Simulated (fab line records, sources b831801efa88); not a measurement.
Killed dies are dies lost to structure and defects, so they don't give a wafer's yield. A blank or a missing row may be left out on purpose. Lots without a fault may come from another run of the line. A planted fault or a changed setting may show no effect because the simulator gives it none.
Which tool did it? | flow sky130 | 11 lots, 33 wafers sampled, at 5 steps of a route of 708

WHAT THE GAUGES READ, wafer by wafer
SKY_PWDE_TW_MEAS_10. Usual: PWDE_TW 375.3, standard deviation 1.6.
lot  | measured    | on            | PWDE_TW           | flag
L400 | day 4 01:09 | film_metro-04 | 378.6 376.5 375.7 |
L402 | day 4 10:20 | film_metro-04 | 376.5 378.3 375.3 |
L403 | day 4 12:52 | film_metro-02 | 378.7 376.9 378.1 |
L404 | day 4 16:45 | film_metro-04 | 377.5 376.8 375.4 |
L405 | day 4 23:04 | film_metro-03 | 408.8 408.5 410.0 | OFF
L407 | day 6 01:10 | film_metro-04 | 410.5 411.1 409.9 | OFF
L413 | day 7 09:34 | film_metro-04 | 374.5 375.3 376.1 |
L416 | day 7 20:52 | film_metro-03 | 375.9 374.1 374.9 |
L418 | day 8 00:04 | film_metro-02 | 375.8 375.9 376.8 |
L422 | day 9 01:48 | film_metro-02 | 371.8 373.5 373.4 |
L423 | day 9 06:31 | film_metro-02 | 372.1 371.3 371.8 |

SKY_NWELL_RS_MEAS_31: measures by four-point-probe. Usual: PWDE_RS 5267 ohm/sq, standard deviation 19.
lot  | measured     | on            | PWDE_RS (ohm/sq) | flag
L400 | day 5 09:33  | film_metro-03 | 5229 5253 5249   |
L402 | day 5 20:51  | film_metro-03 | 5261 5241 5268   |
L403 | day 5 23:43  | film_metro-04 | 5246 5236 5250   |
L404 | day 6 04:09  | film_metro-02 | 5264 5269 5263   |
L405 | day 6 10:49  | film_metro-04 | 4192 4185 4190   | OFF
L407 | day 7 16:22  | film_metro-04 | 4174 4181 4168   | OFF
L413 | day 9 03:43  | film_metro-04 | 5237 5259 5251   |
L416 | day 9 16:05  | film_metro-02 | 5268 5276 5274   |
L418 | day 9 19:55  | film_metro-04 | 5242 5260 5265   |
L422 | day 10 23:51 | film_metro-02 | 5280 5270 5270   |
L423 | day 11 05:28 | film_metro-02 | 5287 5287 5280   |

SKY_VT_ADJUST_HVTP_CD_MEAS_07: target cd 380 nm. Usual: cd_nm 379.5 nm, standard deviation 2.7.
lot  | measured     | on        | cd_nm (nm)        | flag
L400 | day 6 03:11  | cd_sem-02 | 381.5 383.2 382.6 |
L402 | day 6 15:25  | cd_sem-01 | 375.8 378.7 376.6 |
L403 | day 6 17:28  | cd_sem-01 | 382.5 384.8 380.9 |
L404 | day 6 22:51  | cd_sem-02 | 380.1 379.6 378.7 |
L405 | day 7 06:01  | cd_sem-01 | 378.5 379.6 374.8 |
L407 | day 8 12:31  | cd_sem-02 | 376.9 376.2 375.5 |
L413 | day 10 02:05 | cd_sem-02 | 381.9 380.6 381.1 |
L416 | day 10 14:59 | cd_sem-01 | 383.0 382.9 383.2 |
L418 | day 10 17:59 | cd_sem-01 | 380.8 380.2 377.8 |
L422 | day 11 22:28 | cd_sem-02 | 376.8 379.6 379.8 |
L423 | day 12 05:31 | cd_sem-01 | 379.5 382.7 377.8 |

WHICH TOOL RAN EACH LOT (tool, then ch and the chambers of the sampled wafers, then the start)
lot  | SKY_PWDE_IMPLANT_08            | SKY_PWDE_STRIP_09
L400 | implanter-02 ch 0, day 4 00:54 | plasma_asher-04 ch 0,1, day 4 01:03
L402 | implanter-02 ch 0, day 4 10:07 | plasma_asher-02 ch 0,1, day 4 10:14
L403 | implanter-02 ch 0, day 4 12:39 | plasma_asher-04 ch 0,1, day 4 12:47
L404 | implanter-01 ch 0, day 4 16:30 | plasma_asher-01 ch 0,1, day 4 16:39
L405 | implanter-01 ch 0, day 4 22:49 | plasma_asher-01 ch 0,1, day 4 22:58
L407 | implanter-01 ch 0, day 6 00:55 | plasma_asher-01 ch 0,1, day 6 01:04
L413 | implanter-02 ch 0, day 7 09:20 | plasma_asher-01 ch 0,1, day 7 09:27
L416 | implanter-03 ch 0, day 7 20:38 | plasma_asher-04 ch 0,1, day 7 20:45
L418 | implanter-02 ch 0, day 7 23:50 | plasma_asher-02 ch 0,1, day 7 23:57
L422 | implanter-01 ch 0, day 9 01:33 | plasma_asher-04 ch 0,1, day 9 01:42
L423 | implanter-01 ch 0, day 9 06:16 | plasma_asher-01 ch 0,1, day 9 06:25
- SKY_PWDE_IMPLANT_08
- SKY_PWDE_STRIP_09: strips in O2/N2.

WHAT THE TOOLS THEMSELVES READ (means of the sampled wafers that have a number; where no wafer has one, the mark that the record gives instead)
SKY_PWDE_IMPLANT_08. Usual: beam_on_s 10.03 s, standard deviation 0.2; dose_ions_cm2 3.6e+12, standard deviation 4e+09; faraday_current_uA 20.2, standard deviation 0.41.
lot  | tool         | beam_on_s (s) | dose_ions_cm2 | faraday_current_uA | flag
L400 | implanter-02 | 10.03         | 3.6e+12       | 20.2               |
L402 | implanter-02 | 10.07         | 3.6e+12       | 20.1               |
L403 | implanter-02 | 10.04         | 3.6e+12       | 20.2               |
L404 | implanter-01 | 9.96          | 3.6e+12       | 20.4               |
L405 | implanter-01 | 10.08         | 4.8e+12       | 27.0               | OFF
L407 | implanter-01 | 10.05         | 4.8e+12       | 27.2               | OFF
L413 | implanter-02 | 9.86          | 3.6e+12       | 20.7               |
L416 | implanter-03 | 9.78          | 3.6e+12       | 20.8               |
L418 | implanter-02 | 10.04         | 3.6e+12       | 20.2               |
L422 | implanter-01 | 9.95          | 3.6e+12       | 20.4               |
L423 | implanter-01 | 9.87          | 3.6e+12       | 20.5               |

SKY_PWDE_STRIP_09. Usual: drypump_motor_current_A 5.9 A, standard deviation 0.38; n2_flow_sccm 300.0 sccm, standard deviation 0.94; oes_product_au 0.722 a.u., standard deviation 0.0045; strip_time_to_endpoint_s 36.92 s, standard deviation 0.11.
lot  | tool            | drypump_motor_current_A (A) | n2_flow_sccm (sccm) | oes_product_au (a.u.) | strip_time_to_endpoint_s (s) | flag
L400 | plasma_asher-04 | 5.7                         | 299.3               | 0.726                 | 36.86                        |
L402 | plasma_asher-02 | 5.7                         | 299.2               | 0.724                 | 37.01                        |
L403 | plasma_asher-04 | 5.5                         | 300.2               | 0.718                 | 36.86                        |
L404 | plasma_asher-01 | 6.2                         | 300.8               | 0.725                 | 36.82                        |
L405 | plasma_asher-01 | 6.1                         | 299.6               | 0.721                 | 36.95                        |
L407 | plasma_asher-01 | 6.1                         | 300.4               | 0.724                 | 36.98                        |
L413 | plasma_asher-01 | 6.2                         | 299.5               | 0.722                 | 36.73                        |
L416 | plasma_asher-04 | 5.7                         | 299.4               | 0.717                 | 36.82                        |
L418 | plasma_asher-02 | 5.7                         | 299.1               | 0.724                 | 37.03                        |
L422 | plasma_asher-04 | 5.6                         | 300.0               | 0.721                 | 37.11                        |
L423 | plasma_asher-01 | 6.2                         | 300.9               | 0.719                 | 36.74                        |

THE ANSWER, worked out from the rows above alone
Rule: a lot is off if the mean of its wafers that have a number lies more than 3 standard deviations from the usual mean. A lot without any number at a reading at which 4 lots or more have one is off too. The other lots that the step has rows for count as sound. The gauges are gone through in route order, then the tools' own readings, and for those a lot's mean is taken as printed above. The first step at which some lot is off is used, and at that step the reading that is off furthest; a lot without a number counts as furthest.
Off: L405, L407, at SKY_PWDE_TW_MEAS_10 (PWDE_TW).
A tool fits if, at a process step before that reading, it ran every lot that is off, and no sound lot after the first of them. The gauges at SKY_PWDE_TW_MEAS_10 aren't tried: what is off there is off at SKY_PWDE_IMPLANT_08 too, on other tools, and a gauge's error can't cause that. None of those tried fits.

WHAT THE SIMULATOR HAD PUT IN
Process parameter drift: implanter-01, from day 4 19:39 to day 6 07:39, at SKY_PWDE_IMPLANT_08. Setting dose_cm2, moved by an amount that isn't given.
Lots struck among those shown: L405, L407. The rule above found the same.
